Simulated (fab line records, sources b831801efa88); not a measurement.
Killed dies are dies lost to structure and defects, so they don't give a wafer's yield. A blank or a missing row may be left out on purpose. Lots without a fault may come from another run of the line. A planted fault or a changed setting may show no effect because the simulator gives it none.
Chamber matching | flow sky130 | SKY_VIA2_CMP_24 on cmp-01: 4 sister chambers
The step polishes, stops on SiO2, t overpolish 20 s, target thk 0 nm. 4 wafers are shown with their chamber, then 8 later ones without.

WAFERS WITH THEIR CHAMBER
wafer  | chamber | motor_current_A (A)
L683.5 | 2       | 10.9
L685.5 | 3       | 12.2
L686.5 | 0       | 10.6
L689.1 | 1       | 12.3

WAFERS WITHOUT THEIR CHAMBER
wafer  | motor_current_A (A)
L689.2 | 11.2
L689.6 | 10.8
L690.1 | 12.5
L690.2 | 13.8
L690.4 | 10.7
L692.3 | 11.0
L692.4 | 13.0
L692.5 | 13.3

WHICH CHAMBER EACH WENT THROUGH
wafer  | from the rows above               | in truth
L689.2 | can't be placed: 2 or 0 or 3 or 1 | 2
L689.6 | can't be placed: 2 or 0 or 3      | 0
L690.1 | can't be placed: 1 or 3           | 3
L690.2 | can't be placed: 1 or 3           | 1
L690.4 | can't be placed: 0 or 2           | 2
L692.3 | can't be placed: 2 or 0 or 3 or 1 | 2
L692.4 | can't be placed: 1 or 3           | 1
L692.5 | can't be placed: 1 or 3           | 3
Placed correctly: 0 of 8. Can't be placed from these rows: 8 (the true chamber is among the candidates in 8). Placed wrongly: 0.
How it was worked out, from the rows above alone: a wafer's distance from a chamber is the root of the sum, over the readings, of the square of ((its reading less the chamber's mean) divided by the reading's scatter). The wafer belongs to the nearest chamber; if the next one is less than 2 further off, it can't be placed. A chamber's mean is the mean of its shown wafers. The scatter: with one shown wafer a chamber, the root of the mean of the squares of how far each hidden wafer lies from its nearest shown one.
